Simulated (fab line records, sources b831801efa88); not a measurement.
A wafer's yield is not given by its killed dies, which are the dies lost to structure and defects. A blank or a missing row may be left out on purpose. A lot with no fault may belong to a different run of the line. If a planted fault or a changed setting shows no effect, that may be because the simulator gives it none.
What tool caused it? | flow sky130 | 45 wafers from 15 lots sampled at 2 of the route's 708 steps

## WHAT THE GAUGES SHOWED, per wafer
SKY_LDD_P_TW_MEAS_11.
lot  | measured     | on           | LDD_P_TW
L863 | day 19 23:53 | filmMetro-01 | 635.2 636.5 638.6
L866 | day 21 02:21 | filmMetro-01 | 638.6 638.5 637.6
L867 | day 21 13:08 | filmMetro-01 | 573.1 576.8 578.3
L868 | day 21 20:38 | filmMetro-02 | 577.5 577.8 573.1
L869 | day 22 00:33 | filmMetro-04 | 579.5 576.3 577.0
L876 | day 24 12:28 | filmMetro-01 | 632.9 636.6 632.9
L877 | day 25 00:27 | filmMetro-02 | 639.7 636.7 635.1
L878 | day 25 07:29 | filmMetro-01 | 644.0 643.8 647.0
L879 | day 25 08:39 | filmMetro-02 | 635.1 637.7 635.5
L880 | day 25 20:51 | filmMetro-02 | 630.6 638.0 632.1
L881 | day 26 09:37 | filmMetro-04 | 638.7 637.8 636.9
L883 | day 27 00:01 | filmMetro-01 | 640.1 642.2 637.3
L882 | day 27 07:41 | filmMetro-04 | 634.9 634.6 640.7
L884 | day 27 07:52 | filmMetro-02 | 637.4 632.8 637.7
L885 | day 27 18:36 | filmMetro-02 | 636.2 640.4 638.4

## WHICH TOOL RAN EACH LOT (tool, then ch and the chambers of the sampled wafers, then the start)
lot  | SKY_LDD_P_IMPLANT_09
L863 | implanter-03 ch 0, day 19 23:38
L866 | implanter-03 ch 0, day 21 02:09
L867 | implanter-03 ch 0, day 21 12:54
L868 | implanter-03 ch 0, day 21 20:23
L869 | implanter-03 ch 0, day 22 00:19
L876 | implanter-04 ch 0, day 24 12:13
L877 | implanter-02 ch 0, day 25 00:13
L878 | implanter-03 ch 0, day 25 07:14
L879 | implanter-03 ch 0, day 25 08:25
L880 | implanter-04 ch 0, day 25 20:38
L881 | implanter-03 ch 0, day 26 09:24
L883 | implanter-04 ch 0, day 26 23:46
L882 | implanter-04 ch 0, day 27 07:26
L884 | implanter-03 ch 0, day 27 07:37
L885 | implanter-03 ch 0, day 27 18:22
- SKY_LDD_P_IMPLANT_09

## WHAT THE TOOLS THEMSELVES READ (means of the sampled wafers that have a number; where no wafer has one, the mark that the record gives instead)
The record holds no such reading with a usual standard deviation.

## THE ANSWER, worked out from the rows above alone
Rule: the lots themselves supply what counts as usual. The widest of any qualifying gaps counts: lots, ordered by their means at a reading, are off when they make up no more than a third of the lots, leave a main group of 4 or more, and stand apart from it by 3 or more times the standard deviation of that group's means. The tables above print the reading to a certain number of digits; a main group whose means all agree to those digits is not used. Also off: a lot with no number at a reading for which 4 or more lots have one. Where the step has rows for the other lots, those lots are counted as sound. First the gauges in route order, then the tools' own readings, where a lot's mean is used as printed above. The first step at which some lot is off is used, and at that step the reading that is off furthest; a lot without a number counts as furthest.
Off: L867, L868, L869, seen at SKY_LDD_P_TW_MEAS_11 (LDD_P_TW). Mean 637.5 and standard deviation 2.8 in the main group.
A tool fits if, at a process step before that reading, it ran every lot that is off, and no sound lot after the first of them. Gauges at SKY_LDD_P_TW_MEAS_11: tried the same way as those tools. Of those tried, none fits.

## WHAT HAD BEEN PUT IN BY THE SIMULATOR
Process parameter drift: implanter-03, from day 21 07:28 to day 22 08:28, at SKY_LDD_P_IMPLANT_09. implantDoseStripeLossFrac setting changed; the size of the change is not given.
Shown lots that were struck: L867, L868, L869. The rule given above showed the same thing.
